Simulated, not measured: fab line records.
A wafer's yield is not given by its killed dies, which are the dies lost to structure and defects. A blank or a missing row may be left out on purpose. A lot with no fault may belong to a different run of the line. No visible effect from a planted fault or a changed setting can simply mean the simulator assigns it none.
Problem report, 8D (eight disciplines) form, completed by code -- flow gf180mcu -- the parts of the form that need people (team, actions taken, sign-off) are left out

## 1. THE ISSUE
Mean MIM_CVD_05_THK at GF_MIM_THK_MEAS_06: 14.2 nm over 3 wafers in 3 lots; fault-free wafers: 41.8 nm, standard deviation 0.55. That is -50 standard deviations from the usual mean.
First seen on wafer L753.5, day 28 20:38, on film_metro-02. At this step, 39 wafers from 13 lots have a number in the record. By rule, "out" or "out of limits" means more than 4 standard deviations away from the usual mean. Any other wafer with a number is counted as sound.

## 2. WHAT THIS IS AND IS NOT
question,is,is not
which readings at this step,MIM_CVD_05_THK,-
which lots,"L753, L754, L755","L740, L741, L742, L743, L745, L746, L752, L757, L761, L762"
which wafers of those lots,"L753.5, L754.5, L755.3","L753.2, L753.6, L754.4, L754.6, L755.1, L755.6"
read on which gauges,"film_metro-02, film_metro-03",film_metro-01
when,from day 28 20:38,"up to then (23 sound wafers); but 13 sound wafers of L754, L755, L757, L761, L762 came after"

## 3. THE SUSPECTS, EACH WITH WHAT RULES IT OUT
Counting: a tool at a process step up to the reading stays a suspect if it ran every lot that is out. Sound lots after the first of them don't rule it out here, since some wafers of a struck lot are sound.
- the gauge at GF_MIM_THK_MEAS_06: ruled out. The wafers that are out were read on 2 gauges (film_metro-02, film_metro-03).
- pecvd-03 at GF_MIM_CVD_05 (deposits Si3N4, target thk 42 nm, time 29.086 s): kept. It processed each lot that is out (first: L753, day 28 20:35); up to then, its last sound lot is L752 (day 28 11:13).
Left after counting: pecvd-03 at GF_MIM_CVD_05.

## 4. THE CAUSE (what the simulator had put in)
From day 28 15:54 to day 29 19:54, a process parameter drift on pecvd-03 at GF_MIM_CVD_05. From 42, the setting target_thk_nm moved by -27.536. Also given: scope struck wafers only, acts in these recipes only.
This tool alone remained once counting was done.

## 5. SEQUENCE OF EFFECTS, ordered by route
One row per reading whose mean, taken over the struck wafers that have a number, lies over 3 standard deviations from the usual. Only readings whose record carries a usual standard deviation are examined. hours: median over the lots of the time between each lot's start at the first step of this table that gives one and its start at this step. sigmas: the change, counted in usual standard deviations.
hours,step,reading,usual,on struck wafers,change,sigmas
0,GF_MIM_THK_MEAS_06,MIM_CVD_05_THK,41.8 nm,14.2,-27.6,-50

## 6. WHAT WOULD HAVE CAUGHT IT SOONER
The first out-of-limits reading at a measuring or inspecting step in this record came at day 28 20:38, 5 hours after the fault's start at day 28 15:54.
An alarm limit of 4 standard deviations would not have fired on the tool readings at GF_MIM_CVD_05 for which the record gives a usual standard deviation, since none of them was out on any struck wafer.
Of the lots that are out (3), L754, L755 began GF_MIM_CVD_05 on pecvd-03 after day 28 20:38. A hold on the tool at that time would have spared those 2.
